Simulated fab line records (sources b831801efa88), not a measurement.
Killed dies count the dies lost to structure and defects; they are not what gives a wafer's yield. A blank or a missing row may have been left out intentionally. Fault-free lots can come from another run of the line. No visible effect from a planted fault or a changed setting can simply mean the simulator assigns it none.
fab line records	flow sky130
record: lots: 5	wafers: 15	last-day: 50
route steps=708 shown CONTACT@422 METAL1@434 PAD_OPEN@708
lots untouched by any fault: they come from a run of this same line in which no faults occurred
start-h: start of the lot's first displayed wafer, in hours after the record's first day	wait-h: hours since the lot's step before	" unchanged from the row above	L1.1+2: a single row standing in for several wafers	- value missing, or start not given	* or withheld: withheld	< > ~ a bound
route shown NAME@n: NAME is a module with steps in the file, n the number in the route of the first one	usual: the fault-free wafers' mean and standard deviation	same: alike in all rows	chamber/n: place in a boat	sites: the reading at each site	_std_site: how widely they spread, as a standard deviation	_edge_site: mean of outer sites minus mean of inner sites	radius-mm: for every site, how far away it sits from the centre of the wafer	mask NAME#n: copy n	behind: the last tool/chamber to shape the wafer	hold: why the lot was held/for how many hours/how that ended	device: the transistor (n, p or np) that didn't switch	end of line: at the end of the route, the tests of the same wafers	a step without rows: its recipe alone	killed: the dies lost at the first sort to structure and to defects; this is not the yield of the wafer	map: a wafer's dies, x killed, . not, _ none there
set.NAME: the setting that was run; set.NAME@STEP: the one run at that earlier step	model.NAME: the simulator's own value behind a step, which no gauge read
lots seen at some steps along the route; tables by step, rows by wafer
services: from which hour (start-h, from the record's first day; less than 0 if before it) a tool's chamber was out of use, for how many hours, and why
== steps ==
step: SKY_CONTACT_ETCH_16
recipe: chemistry: N2/H2	target: BARC	ion-energy-ev: 200	source-w: 500	bias-w: 100	pressure-mtorr: 30	n2-flow-sccm: 100	h2-flow-sccm: 200	stop-on: SiO2	time-s: 45.9	target-depth-a: 600
usual: bias-w: 100.00/0.28	drypump-motor-current-A: 5.7/0.35	oes-product-au: 0.855/0.005	throttle-valve-pct: 13.225/0.0086
same: time-s: 45.9
lot.wafer	tool	chamber	start-h	wait-h	bias-w	drypump-motor-current-A	oes-product-au	rf-hours-counter-h	throttle-valve-pct
L175.1	rie-diel-02	0	751.96	0.0	99.66	6.3	0.858	25	13.220
L175.2	"	1	"	"	100.53	5.7	0.852	41	13.223
L175.4	"	2	"	"	99.86	6.1	0.854	4	13.237
L176.1	rie-diel-01	1	755.96	0.0	100.32	5.5	0.860	22	13.230
L176.3	"	0	"	"	99.87	5.7	0.855	36	13.231
L176.6	"	3	"	"	99.38	5.5	0.847	-	13.227
L185.1	rie-diel-03	2	825.31	0.0	99.83	6.2	0.856	7	13.222
L185.3	"	0	"	"	99.92	6.1	0.854	11	13.234
L185.6	"	2	"	"	100.41	6.3	0.858	-	13.221
L192.1	rie-diel-02	0	882.90	0.0	100.01	6.3	0.863	0	13.233
L192.2	"	2	"	"	99.66	6.1	0.854	9	13.232
L192.4	"	3	"	"	100.38	5.3	0.853	17	13.247
L195.3	rie-diel-02	2	911.61	0.0	100.14	6.1	0.856	10	13.205
L195.5	"	1	"	"	100.21	5.7	0.858	-	13.218
L195.6	"	0	"	"	99.89	6.3	0.860	-	13.211
step: SKY_CONTACT_ETCH_17
recipe: target: SiO2	chemistry: C4F8/O2/Ar	stop-on: Si3N4	mask-material: KrF-thick	source-w: 1500	bias-w: 1200	pressure-mtorr: 40	c4f8-flow-sccm: withheld	O2_flow_sccm: 6	Ar_flow_sccm: 300	time-s: withheld	target-depth-a: 3400
usual: bias-w: 1200/3.6	oes-product-au: 0.891/0.0051
lot.wafer	tool	chamber	start-h	wait-h	bias-w	oes-product-au
L175.1	rie-diel-02	0	752.00	0.0	1203	0.893
L175.2	"	1	"	"	1197	0.894
L175.4	"	2	"	"	1196	0.888
L176.1	rie-diel-01	1	756.00	0.0	1200	0.889
L176.3	"	0	"	"	1201	0.891
L176.6	"	3	"	"	1197	0.889
L185.1	rie-diel-03	2	825.35	0.0	1204	0.881
L185.3	"	0	"	"	1195	0.893
L185.6	"	2	"	"	1204	0.893
L192.1	rie-diel-02	0	882.94	0.0	1207	0.894
L192.2	"	2	"	"	1197	0.885
L192.4	"	3	"	"	1203	0.891
L195.3	rie-diel-02	2	911.65	0.0	1206	0.888
L195.5	"	1	"	"	1200	0.898
L195.6	"	0	"	"	1195	0.889
step: SKY_CONTACT_ETCH_18
recipe: target: Si3N4	chemistry: CHF3/O2	stop-on: TiN	source-w: 600	bias-w: 200	pressure-mtorr: 40	chf3-flow-sccm: 50	O2_flow_sccm: 5	time-s: 39	target-depth-a: 750
step: SKY_CONTACT_STRIP_19
recipe: chemistry: O2/N2	power-w: 1400	pressure-mtorr: 1500	platen-temp-c: withheld	o2-flow-sccm: 3000	n2-flow-sccm: 300	overash-fraction: 0.5
step: SKY_CONTACT_STRIP_20
recipe: chemistry: post-etch-residue-remover	time-s: 1200	temp-c: 72.5
step: SKY_CONTACT_CLEAN_21
recipe: chemistry: IPA	time-s: 180	temp-c: 25
step: SKY_CONTACT_CLEAN_22
recipe: chemistry: O3/DIW	dry: n2-spin
step: SKY_CONTACT_SPUTTER_23
recipe: material: TiN	target-thk-nm: 20	chamber-pressure-pa: 5	power-w: 4000	time-s: 80
step: SKY_CONTACT_CVD_24
recipe: material: W	target-thk-nm: 340	time-s: 102.12	temp-c: 400	pressure-torr: 40
usual: heater-power-w: 902/75
same: time-s: 102.12
lot.wafer	tool	chamber	start-h	wait-h	heater-power-w
L175.1	cvd-w-02	1	752.74	0.0	906
L175.2	"	0	"	"	791
L175.4	"	0	"	"	793
L176.1	cvd-w-01	0	756.75	0.0	975
L176.3	"	0	"	"	1008
L176.6	"	1	"	"	967
L185.1	cvd-w-02	0	826.13	0.0	821
L185.3	"	1	"	"	946
L185.6	"	1	"	"	900
L192.1	cvd-w-01	1	883.68	0.0	974
L192.2	"	0	"	"	970
L192.4	"	1	"	"	986
L195.3	cvd-w-02	0	912.43	0.1	791
L195.5	"	1	"	"	937
L195.6	"	0	"	"	802
step: SKY_CONTACT_RS_MEAS_25
recipe: thk-meas-gauge: four-point-probe	reads: W_of_CONTACT_CVD_24+TiN_of_CONTACT_SPUTTER_23
usual: CONTACT_W_RS: 0.338/0.0049
lot.wafer	tool	chamber	start-h	wait-h	CONTACT_W_RS[ohm/sq]
L175.1	film-metro-02	-	752.85	0.1	0.339
L175.2	"	-	"	"	0.345
L175.4	"	-	"	"	0.340
L176.1	film-metro-04	-	756.86	0.1	0.343
L176.3	"	-	"	"	0.342
L176.6	"	-	"	"	0.330
L185.1	film-metro-04	-	826.24	0.1	0.338
L185.3	"	-	"	"	0.337
L185.6	"	-	"	"	0.341
L192.1	film-metro-02	-	883.79	0.1	0.325
L192.2	"	-	"	"	0.342
L192.4	"	-	"	"	0.325
L195.3	film-metro-02	-	912.54	0.1	0.343
L195.5	"	-	"	"	0.339
L195.6	"	-	"	"	0.342
step: SKY_CONTACT_THK_MEAS_26
recipe: thk-meas-gauge: xrf	reads: W_of_CONTACT_CVD_24
usual: CONTACT_W_THK: 340/5.5
lot.wafer	tool	chamber	start-h	wait-h	CONTACT_W_THK[nm]
L175.1	film-metro-02	-	752.97	0.1	339
L175.2	"	-	"	"	334
L175.4	"	-	"	"	340
L176.1	film-metro-04	-	756.98	0.1	330
L176.3	"	-	"	"	332
L176.6	"	-	"	"	344
L185.1	film-metro-04	-	826.36	0.1	335
L185.3	"	-	"	"	336
L185.6	"	-	"	"	331
L192.1	film-metro-02	-	883.91	0.1	350
L192.2	"	-	"	"	333
L192.4	"	-	"	"	352
L195.3	film-metro-02	-	912.64	0.1	339
L195.5	"	-	"	"	340
L195.6	"	-	"	"	336
step: SKY_CONTACT_CMP_27
recipe: stop-on: SiO2	t-overpolish-s: 15	down-force-psi: 3.5	platen-rpm: 60	target-thk-nm: 0	pad-velocity-m-s: 0.94248
usual: motor-current-A: 10.6/1	overpolish-run-s: 15.000/0.0089	time-to-endpoint-s: 81/4.2
lot.wafer	tool	chamber	start-h	wait-h	motor-current-A	overpolish-run-s	time-to-endpoint-s
L175.4	cmp-01	2	753.03	0.0	9.7	14.991	82
L175.2	"	3	"	"	9.3	15.008	81
L175.1	"	1	"	"	9.5	15.001	82
L176.3	cmp-02	2	757.04	0.0	12.1	15.004	70
L176.1	"	3	"	"	11.4	15.015	79
L176.6	"	2	"	"	12.0	15.005	77
L185.1	cmp-01	1	826.47	0.1	9.5	15.003	84
L185.3	"	2	"	"	9.2	15.021	84
L185.6	"	0	"	"	11.3	15.000	88
L192.1	cmp-01	2	883.97	0.1	9.7	15.000	83
L192.4	"	0	"	"	11.6	14.995	87
L192.2	"	1	"	"	9.7	15.005	80
L195.3	cmp-02	2	912.78	0.1	11.7	15.008	79
L195.5	"	1	"	"	10.3	15.006	84
L195.6	"	2	"	"	11.3	14.997	75
step: SKY_METAL1_SPUTTER_00
recipe: material: Ti	target-thk-nm: 15	power-w: 3000	time-s: 10	chamber-pressure-pa: 0.4
usual: throttle-valve-pct: 29.9/1.1
lot.wafer	tool	chamber	start-h	wait-h	throttle-valve-pct	model.Ti_of_METAL1_SPUTTER_00.thk-nm
L175.1	pvd-sputter-03	-	753.33	0.1	30.2	14.97
L175.2	"	-	"	"	31.2	14.81
L175.4	"	-	"	"	29.8	14.76
L176.1	pvd-sputter-02	-	757.34	0.2	31.4	15.09
L176.3	"	-	"	"	29.2	14.97
L176.6	"	-	"	"	31.5	15.03
L185.1	pvd-sputter-02	-	826.72	0.2	30.0	26.33
L185.3	"	-	"	"	29.1	26.17
L185.6	"	-	"	"	30.2	14.88
L192.1	pvd-sputter-01	-	884.27	0.2	29.6	14.95
L192.2	"	-	"	"	30.0	14.94
L192.4	"	-	"	"	30.1	14.79
L195.3	pvd-sputter-01	-	913.03	0.2	30.0	14.72
L195.5	"	-	"	"	30.7	14.73
L195.6	"	-	"	"	30.0	14.72
step: SKY_METAL1_SPUTTER_01
recipe: material: TiN	target-thk-nm: 20	power-w: 6500	time-s: 16.7	chamber-pressure-pa: 0.4
usual: throttle-valve-pct: 29.8/1.1
same: time-s: 16.7
lot.wafer	tool	chamber	start-h	wait-h	throttle-valve-pct
L175.1	pvd-sputter-03	-	753.36	0.0	30.1
L175.2	"	-	"	"	31.2
L175.4	"	-	"	"	30.0
L176.1	pvd-sputter-02	-	757.36	0.0	31.6
L176.3	"	-	"	"	29.2
L176.6	"	-	"	"	31.7
L185.1	pvd-sputter-02	-	826.74	0.0	30.3
L185.3	"	-	"	"	29.3
L185.6	"	-	"	"	30.0
L192.1	pvd-sputter-01	-	884.30	0.0	29.6
L192.2	"	-	"	"	29.9
L192.4	"	-	"	"	30.1
L195.3	pvd-sputter-01	-	913.05	0.0	29.8
L195.5	"	-	"	"	30.5
L195.6	"	-	"	"	30.0
step: SKY_PAD_OPEN_PROBE_99
usual: defect-limited-yield: 82.5/1.6	killed_at_M0_to_M3: 43/6.6	killed_at_M4_up: 3.4/1.8	killed-at-contacts: 24/5.7	killed-at-front-end: 15/4.2	killed-at-other: 0.3/0.58	killed-dies: 86/8	killed-open: 46/7.2	killed-short: 39/5.8	sort_bin_3_pad_short: 0.9/0.41	sort_bin_5_function: 10.3/1.2	sort_bin_6_memory: 6.3/1.1	sort-n-pass: 406/8	sort-yield-pct: 82.5/1.6
same: gross-dies: 492	killed-at-back-side: 0	sort_bin_4_leakage[%]: 0	sort_bin_8_speed[%]: 0
lot.wafer	tool	chamber	start-h	wait-h	defect-limited-yield[%]	killed_at_M0_to_M3	killed_at_M4_up	killed-at-contacts	killed-at-front-end	killed-at-other	killed-dies	killed-open	killed-short	sort_bin_3_pad_short[%]	sort_bin_5_function[%]	sort_bin_6_memory[%]	sort-n-pass	sort-yield-pct[%]
L175.1	prober-02	-	1092.00	0.1	83.1	42	3	22	16	0	83	36	46	0.8	9.3	6.7	409	83.1
L175.2	prober-02	-	1092.05	0.1	83.5	35	4	26	15	1	81	41	40	1.0	9.6	5.9	411	83.5
L175.4	prober-02	-	1092.15	0.2	84.1	39	1	22	14	2	78	33	44	1.0	9.1	5.7	414	84.1
L195.3	prober-02	-	1204.13	0.2	82.5	39	5	26	16	0	86	52	33	1.0	9.1	7.3	406	82.5
L195.5	prober-02	-	1204.23	0.2	81.5	46	2	14	29	0	91	51	40	1.0	11.0	6.5	401	81.5
L195.6	prober-02	-	1204.28	0.2	83.9	44	1	24	10	0	79	55	24	0.8	9.8	5.5	413	83.9
killed by level:class
L175.1 CONTACT:geometric-particle:open=12 VIA3:geometric-particle:open=8 VIA2:geometric-particle:short=6 CONTACT:geometric-particle:short=6 VIA1:geometric-particle:open=6 METAL2:geometric-particle:short=6 METAL1:geometric-particle:short=5 POLY_GATE:geometric-particle:short=4
L175.2 VIA1:geometric-particle:open=11 LI_CONTACT:geometric-particle:open=10 CONTACT:geometric-particle:open=6 METAL2:geometric-particle:short=6 FIELD_ISO:geometric-particle:short=4 VIA2:geometric-particle:short=4 POLY_CUT:geometric-particle:short=3 LI_CONTACT:geometric-particle:short=3
L175.4 METAL1:geometric-particle:short=10 VIA2:geometric-particle:open=8 LI_CONTACT:geometric-particle:short=6 METAL2:geometric-particle:short=6 VIA1:geometric-particle:open=5 CONTACT:geometric-particle:short=5 FIELD_ISO:geometric-particle:open=4 FIELD_ISO:geometric-particle:short=3
L195.3 VIA1:geometric-particle:open=11 CONTACT:geometric-particle:open=10 LI_CONTACT:geometric-particle:open=9 CONTACT:geometric-particle:short=5 POLY_GATE:geometric-particle:short=4 SPACER:geometric-particle:open=4 METAL1:geometric-particle:open=4 VIA2:geometric-particle:open=4
L195.5 VIA1:geometric-particle:open=10 POLY_GATE:geometric-particle:short=9 POLY_GATE:geometric-particle:open=9 FIELD_ISO:geometric-particle:open=7 LI_CONTACT:geometric-particle:open=6 VIA1:geometric-particle:short=6 VIA3:geometric-particle:open=5 VIA2:geometric-particle:open=5
L195.6 CONTACT:geometric-particle:open=10 VIA1:geometric-particle:open=10 VIA2:geometric-particle:open=9 LI_CONTACT:geometric-particle:open=7 METAL1:geometric-particle:short=5 VIA3:geometric-particle:open=5 FIELD_ISO:geometric-particle:open=4 POLY_GATE:geometric-particle:open=3
== services ==
tool	chamber	start-h	hours	kind
cvd-w-01	-	736.79	0.7	repair
cmp-02	-	744.14	4.0	pm
pvd-sputter-03	-	753.50	4.7	repair
pvd-sputter-02	-	759.96	1.9	repair
rie-diel-01	1	768.08	6.9	repair
rie-diel-01	3	771.41	4.1	repair
pvd-sputter-02	-	771.96	11.7	repair
rie-diel-03	1	776.92	6.4	repair
rie-diel-03	0	796.21	4.7	repair
rie-diel-02	-	800.67	0.4	repair
cmp-01	-	813.30	3.9	pm
rie-diel-03	1	814.35	20.0	repair
rie-diel-03	0	815.58	2.5	repair
rie-diel-01	-	816.11	1.1	repair
cmp-01	-	817.84	1.2	repair
cvd-w-01	-	827.64	0.4	repair
cmp-02	-	829.48	1.1	repair
rie-diel-03	2	834.76	3.8	repair
rie-diel-03	3	843.83	11.1	repair
rie-diel-02	-	858.37	0.4	repair
rie-diel-01	0	865.99	36.1	repair
rie-diel-01	-	879.33	0.6	repair
cmp-01	-	888.20	1.5	repair
cmp-01	-	912.00	4.0	pm
== key ==
first-sign none at tools or gauges
model-effect: step: SKY_METAL1_SPUTTER_00	value: Ti_of_METAL1_SPUTTER_00.thk-nm	without: 15.04	struck: 26.25
met-at SKY_METAL1_SPUTTER_00
struck-wafers L185.1,L185.3
onset-between 757.34 826.72
fault: kind: process-parameter-drift	tool: pvd-sputter-02	chamber: -	onset-h: 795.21	steps: SKY_METAL1_SPUTTER_00	channel: target-thk-nm	offset: 11.209	shape: step	end-h: 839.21	scope: struck-wafers-only	acts-in: these-recipes-only	stated: 15
